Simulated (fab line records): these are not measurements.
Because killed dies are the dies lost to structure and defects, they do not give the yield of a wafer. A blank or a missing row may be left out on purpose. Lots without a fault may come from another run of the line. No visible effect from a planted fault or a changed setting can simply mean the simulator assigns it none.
8D (eight disciplines) problem report, filled in by code | flow sky130 | the parts of the form that need people (team, actions taken, sign-off) are left out

== 1. WHAT IS WRONG ==
At SKY_NWELL_IMPLANT_24, beam energy keV averages 127.22 over 6 wafers from 2 lots, while fault-free wafers read 139.99, standard deviation 0.039. So: -99 or more standard deviations from the usual mean.
Earliest sighting: wafer L326.2 on implanter-02 at day 9 14:26. At this step, 39 wafers from 13 lots have a number in the record. By rule, "out" or "out of limits" means more than 4 standard deviations away from the usual mean. The rest of the wafers with a number are treated as sound.

== 2. WHAT IT IS AND WHAT IT IS NOT ==
question                    | is                     | is not
which readings at this step | beam energy keV        | -
which lots                  | L326, L330             | L309, L310, L311, L312, L313, L315, L316, L317, L318, L320, L321
which wafers of those lots  | all that have a number | -
read on which tools         | implanter-02           | implanter-03, implanter-04
when                        | from day 9 14:26       | up to then (33 sound wafers)

== 3. THE SUSPECTS, EACH WITH WHAT RULES IT OUT ==
Counting: any tool at a process step up to the reading is kept as a suspect provided that every lot that is out went through it and no sound lot did after the first of them.
- rie diel-02 at SKY_FIELD_ISO_ETCH_14 (etches BARC in N2/H2, stops on SiO2, time 45.9 s, target depth 60 nm): kept. All lots that are out passed through it, beginning with L326 at day 5 20:47, and no sound lot followed; its final sound lot before that point was L321 at day 4 20:20.
- implanter-02 at SKY_NWELL_IMPLANT_24: kept. All lots that are out passed through it, beginning with L326 at day 9 14:26, and no sound lot followed; its final sound lot before that point was L321 at day 8 06:55. Its own beam energy keV readings are out on those wafers.
Left after counting: rie diel-02 at SKY_FIELD_ISO_ETCH_14, implanter-02 at SKY_NWELL_IMPLANT_24.

== 4. THE CAUSE (what the simulator had put in) ==
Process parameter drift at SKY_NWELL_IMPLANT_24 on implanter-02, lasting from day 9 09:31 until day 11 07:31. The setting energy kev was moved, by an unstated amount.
After counting, 2 suspects remain, this tool included.

== 5. SEQUENCE OF EFFECTS, ordered by route ==
Each row: a reading whose mean over the struck wafers that have a number lies more than 3 standard deviations from the usual. Scope: only readings with a usual standard deviation given in the record; hours: median across lots of the time from each lot's start at the first step in this table that gives one to its start at this step; sigmas: change in usual standard deviations.
hours | step                 | reading         | usual  | on struck wafers | change | sigmas
0     | SKY_NWELL_IMPLANT_24 | beam energy keV | 139.99 | 127.22           | -12.77 | -99 or more
Here are the process steps it includes:
- SKY_NWELL_IMPLANT_24
Later steps that measure or inspect, where all struck wafers having a row at the step show a number for every such reading and not one has moved that far: SKY_VT_ADJUST_NCORE_TW_MEAS_11, SKY_POLY_CUT_CD_MEAS_08.

== 6. WHAT WOULD HAVE CAUGHT IT SOONER ==
In this record the first reading out of limits was taken at day 9 14:26, 5 hours after the fault began at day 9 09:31.
